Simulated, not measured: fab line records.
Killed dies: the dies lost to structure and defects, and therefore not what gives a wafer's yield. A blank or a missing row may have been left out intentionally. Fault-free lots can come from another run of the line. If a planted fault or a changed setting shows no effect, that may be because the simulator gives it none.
Which tool did it?	flow gf180mcu	Sampling: 6 lots, 18 wafers, 2 of 602 route steps

## WHAT EACH GAUGE READ, for each wafer
GF_VT_IMPLANT_TW_MEAS_10.
lot	measured	on	VT_IMPLANT_TW
L330	day 5 23:34	film_metro-04	565.3 571.3 565.8
L334	day 7 00:48	film_metro-01	563.4 563.4 562.0
L337	day 7 20:45	film_metro-03	560.6 563.7 561.5
L339	day 8 05:46	film_metro-01	565.0 565.0 561.1
L342	day 8 23:00	film_metro-01	563.2 565.0 564.8
L344	day 9 12:06	film_metro-03	565.4 562.3 566.2

## WHAT TOOL EACH LOT RAN ON (gives the tool, then ch and the chambers of the sampled wafers, and finally the start)
lot	GF_MVPSD_IMPLANT_09
L330	implanter-04 ch 0, day 5 08:39
L334	implanter-04 ch 0, day 6 09:24
L337	implanter-02 ch 0, day 7 04:03
L339	implanter-04 ch 0, day 7 12:55
L342	implanter-01 ch 0, day 8 06:00
L344	implanter-01 ch 0, day 8 19:00
- GF_MVPSD_IMPLANT_09

## THE ANSWER, worked out from the rows above alone
Rule: what is usual is taken from the lots themselves. The widest of any qualifying gaps counts: lots, ordered by their means at a reading, are off when they make up no more than a third of the lots, leave a main group of 4 or more, and stand apart from it by 3 or more times the standard deviation of that group's means. Not used: any main group whose means are identical at the precision the tables above print for the reading. Also off: a lot with no number at a reading for which 4 or more lots have one. Where the step has rows for the other lots, those lots are counted as sound.
None of the lots is off at any reading shown; this tells nothing.

## WHAT HAD BEEN PUT IN BY THE SIMULATOR
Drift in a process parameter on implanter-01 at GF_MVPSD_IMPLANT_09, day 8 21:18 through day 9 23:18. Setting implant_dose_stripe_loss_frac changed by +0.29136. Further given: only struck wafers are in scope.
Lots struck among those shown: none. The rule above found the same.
